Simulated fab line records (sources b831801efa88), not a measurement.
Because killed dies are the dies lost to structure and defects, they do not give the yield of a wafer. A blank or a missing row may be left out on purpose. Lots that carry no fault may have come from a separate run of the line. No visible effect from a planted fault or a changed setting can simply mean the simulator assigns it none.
Split-lot experiment	flow sky130	5 lots, 23 wafers read, on a route of 708 steps

SPLIT DETAILS
At SKY_PASSIVATION_EXPOSE_08 (exposes mask NSM, target cd 3000 nm), the setting doseMj was moved away from the recipe's 260 on 11 of the 23 wafers read, by -7.3% to +6.6%. All remaining wafers had this setting at the recipe value.

FROM THE SPLIT TO THE READING: what the file shows between them, 2 steps
- SKY_PASSIVATION_PEB_09
- SKY_PASSIVATION_DEVELOP_10: develop time 60 s

THE READING
PASSIVATION.cdNm (the simulator's own value, which no gauge read), in nm, at SKY_PASSIVATION_ETCH_11 (etches the open film in CF4/O2, stops on AlCu, target depth 725 nm, time 154 s). The file does not state a usual value for it. Average 2999 nm, standard deviation 8.9 nm, over the 12 wafers here run with the recipe.

wafer	tool, chamber at the split	doseMj as run	against the recipe	PASSIVATION.cdNm, nm	against lot-mates on the recipe
L075.1	ilineStepper-01, 0	260	recipe	2999	-
L075.2	ilineStepper-01, 0	260	recipe	3002	-
L075.4	ilineStepper-01, 0	267.1	+2.7%	3016	+16
L075.5	ilineStepper-01, 0	267.1	+2.7%	3011	+10
L075.6	ilineStepper-01, 0	267.1	+2.7%	3011	+10
L076.2	ilineStepper-02, 0	260	recipe	3006	-
L076.5	ilineStepper-02, 0	260	recipe	3002	-
L076.6	ilineStepper-02, 0	260	recipe	2999	-
L081.1	ilineStepper-01, 0	260	recipe	2998	-
L081.2	ilineStepper-01, 0	240.9	-7.3%	2961	-31
L081.3	ilineStepper-01, 0	260	recipe	2996	-
L081.4	ilineStepper-01, 0	260	recipe	2982	-
L081.5	ilineStepper-01, 0	240.9	-7.3%	2975	-17
L083.1	ilineStepper-02, 0	260	recipe	2986	-
L083.2	ilineStepper-02, 0	277.2	+6.6%	3010	+19
L083.3	ilineStepper-02, 0	277.2	+6.6%	3010	+19
L083.4	ilineStepper-02, 0	277.2	+6.6%	3015	+24
L083.6	ilineStepper-02, 0	260	recipe	2996	-
L085.1	ilineStepper-01, 0	254.3	-2.2%	2997	-16
L085.3	ilineStepper-01, 0	254.3	-2.2%	3007	-6
L085.4	ilineStepper-01, 0	260	recipe	3015	-
L085.5	ilineStepper-01, 0	260	recipe	3011	-
L085.6	ilineStepper-01, 0	254.3	-2.2%	2996	-17

FIT RESULTS
A straight line over all 23 wafers: PASSIVATION.cdNm changes by +2.94 nm for each +1% of doseMj; r = +0.76; the points scatter about the line by 9.1 nm.
The same after taking each lot's own level away (the mean of its wafers on the recipe; 23 wafers): +3.45 nm for each +1%; r = +0.92; scatter 5.2 nm.
According to that fit, moving doseMj by its largest amount changes the reading by 25 nm.
Measured against the standard deviation above, the lots' own levels, which go from 2991.0 to 3013.0 nm, span 2.5 times it.
So the lot-to-lot level blurs the effect unless lot-mates are compared.
Check: with one of the wafers moved furthest among these (-7.3%) left out of the fit, the line predicts -24.1 nm for it against its lot-mates. Against them it came out at -31 nm.

THE OTHER SPLITS THESE WAFERS WENT THROUGH
These wafers also went through other splits before the reading. Each is held against what the fit with the lots' levels taken away leaves over:
other split on the same wafers	wafers away from the commonest value	r with PASSIVATION.cdNm (lot level and that fit taken away)
SKY_METAL4_SPUTTER_04 timeS	11	-0.10
SKY_CAP2M_METAL_ETCH_13 timeS	4	-0.16
SKY_METAL4_ETCH_17 timeS	5	-0.09
SKY_VIA4_HDPCVD_00 timeS	7	+0.03
SKY_VIA4_EXPOSE_08 doseMj	10	-0.04
SKY_METAL5_SPUTTER_00 powerW	6	+0.19
SKY_METAL5_SOFTBAKE_10 tempC	9	+0.12

THE FILE'S OWN FIT
PASSIVATION.cdNm changes by +3.37 nm for each +1% of doseMj, r = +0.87.
